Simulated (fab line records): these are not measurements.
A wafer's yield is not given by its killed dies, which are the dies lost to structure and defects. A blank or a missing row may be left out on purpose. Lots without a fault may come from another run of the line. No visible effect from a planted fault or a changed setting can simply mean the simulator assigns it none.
8D (eight disciplines) problem report, filled in by code + flow sky130 + the parts of the form that need people (team, actions taken, sign-off) are left out

1. PROBLEM STATEMENT
Mean of cathodeDcPowerW at SKY_METAL2_SPUTTER_00: 3278.4 W across 2 wafers in 2 lots; on wafers with no fault it is 3000.0 W (standard deviation 0.57). So: +99 or more standard deviations from the usual mean.
The step: material Ti, target thk 15 nm, time 10 s.
First observed at day 37 11:39: wafer L458.5, on pvdSputter-02. At this step, 17 wafers from 6 lots have a number in the record. The rule behind "out" and "out of limits": a value lying over 4 standard deviations away from the usual mean. The other wafers with a number count as sound.

2. WHAT IT IS, AND WHAT IT ISN'T
| question                    | is                | is not                                                                         |
|-----------------------------|-------------------|--------------------------------------------------------------------------------|
| which readings at this step | cathodeDcPowerW   | throttleValvePct                                                               |
| which lots                  | L458, L462        | L454, L456, L464, L466                                                         |
| which wafers of those lots  | L458.5, L462.2    | L458.2, L458.6, L462.6                                                         |
| read on which tools         | pvdSputter-02     | pvdSputter-01, pvdSputter-03                                                   |
| when                        | from day 37 11:39 | up to then (8 sound wafers); but 7 sound wafers of L462, L464, L466 came after |

3. THE SUSPECTS, EACH WITH WHAT RULES IT OUT
Counting: any tool at a process step up to the reading remains a suspect provided it ran every lot that is out. Sound lots after the first of them don't rule it out here, since some wafers of a struck lot are sound.
- pvdSputter-02 at SKY_METAL2_SPUTTER_00 (material Ti, target thk 15 nm, time 10 s): kept. Every lot that is out went through it, the first being L458 (day 37 11:39); the last sound lot it ran before that was L456 (day 36 04:19). Its own cathodeDcPowerW readings are out on those wafers.
After counting, what remains is pvdSputter-02 at SKY_METAL2_SPUTTER_00.

4. THE CAUSE (what the simulator had put in)
Process parameter drift: pvdSputter-02, from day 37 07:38 on, at SKY_METAL2_SPUTTER_00. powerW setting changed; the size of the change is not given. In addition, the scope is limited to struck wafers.
The count eliminated every tool but this one.

5. THE CHAIN OF EFFECTS, in route order
One row per reading whose mean, taken over the struck wafers that have a number, lies over 3 standard deviations from the usual. Only readings whose record carries a usual standard deviation are examined. hours: median over the lots of the time between each lot's start at the first step of this table that gives one and its start at this step. sigmas: the change, counted in usual standard deviations.
| hours | step                  | reading         | usual    | on struck wafers | change | sigmas      |
|-------|-----------------------|-----------------|----------|------------------|--------|-------------|
| 0     | SKY_METAL2_SPUTTER_00 | cathodeDcPowerW | 3000.0 W | 3278.4           | +278.4 | +99 or more |
Process steps it contains:
- SKY_METAL2_SPUTTER_00: material Ti, target thk 15 nm, time 10 s.

6. WHAT WOULD HAVE CAUGHT IT SOONER
First out-of-limits reading in this record: day 37 11:39, which is 4 hours after fault onset at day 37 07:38.
